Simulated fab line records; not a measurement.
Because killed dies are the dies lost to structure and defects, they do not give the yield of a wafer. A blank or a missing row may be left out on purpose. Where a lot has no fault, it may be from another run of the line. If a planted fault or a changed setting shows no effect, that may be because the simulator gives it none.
The same fault as seen by 2 desks / flow gf180mcu / what lay behind the numbers comes last; until then each desk has only its own

DESK OF THE TOOL OWNER: wetBench-02
The tool's own readings at GF_STI_WET_ETCH_26 (etches SiO2 in dHF, target depth 94 nm, time 188 s): means of the sampled wafers that have a number, for each lot that ran on this tool. Marked OUT: a lot whose mean sits more than 4 standard deviations from the usual mean, which makes it out of limits; the brackets give that distance.
Columns: A = runLengthS at GF_STI_WET_ETCH_26, usual 216 s
lot=L942; first seen here=day 4 08:29; A=215
lot=L943; first seen here=day 5 01:48; A=216
lot=L945; first seen here=day 5 02:06; A=171 (-15) OUT
lot=L947; first seen here=day 5 17:16; A=171 (-15) OUT
This desk's finding: out of limits on L945, L947; first on L945, day 5 02:06 (runLengthS at GF_STI_WET_ETCH_26). In limits: L942, L943.

AT THE METROLOGY DESK
What the gauges read for every lot (on any tool): the sampled wafers with a number, averaged. Marked OUT: a lot whose mean sits more than 4 standard deviations from the usual mean, which makes it out of limits; the brackets give that distance.
Columns: A = V1_W_THK at GF_V1_THK_MEAS_25, usual 365 nm
lot=L933; first seen here=day 18 03:44; A=364
lot=L934; first seen here=day 18 14:01; A=370
lot=L935; first seen here=day 19 01:54; A=362
lot=L938; first seen here=day 20 06:43; A=367
lot=L942; first seen here=day 22 17:25; A=362
lot=L943; first seen here=day 23 02:39; A=370
lot=L945; first seen here=day 23 07:13; A=372
lot=L947; first seen here=day 24 01:40; A=365
lot=L946; first seen here=day 24 07:38; A=367
lot=L948; first seen here=day 24 14:46; A=365
lot=L952; first seen here=day 25 01:59; A=359
lot=L953; first seen here=day 25 16:08; A=373
lot=L954; first seen here=day 25 21:43; A=359
Finding of this desk: none of the 13 lots has anything out of limits.

TAKEN TOGETHER
An alarm could have come from the tool owner's desk at day 5 02:06, on L945, L947.
Nothing out of limits was seen by the metrology desk.
The metrology desk has L945, L947 on record, within its limits.
Every lot named ran GF_STI_WET_ETCH_26 on wetBench-02.

WHAT THE SIMULATOR HAD INSERTED
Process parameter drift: wetBench-02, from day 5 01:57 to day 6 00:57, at GF_STI_WET_ETCH_26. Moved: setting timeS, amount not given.
Shown lots that were struck: L945, L947.
How many hours passed from the start of the fault until each desk's first out-of-limits reading: the tool owner's desk, 0.
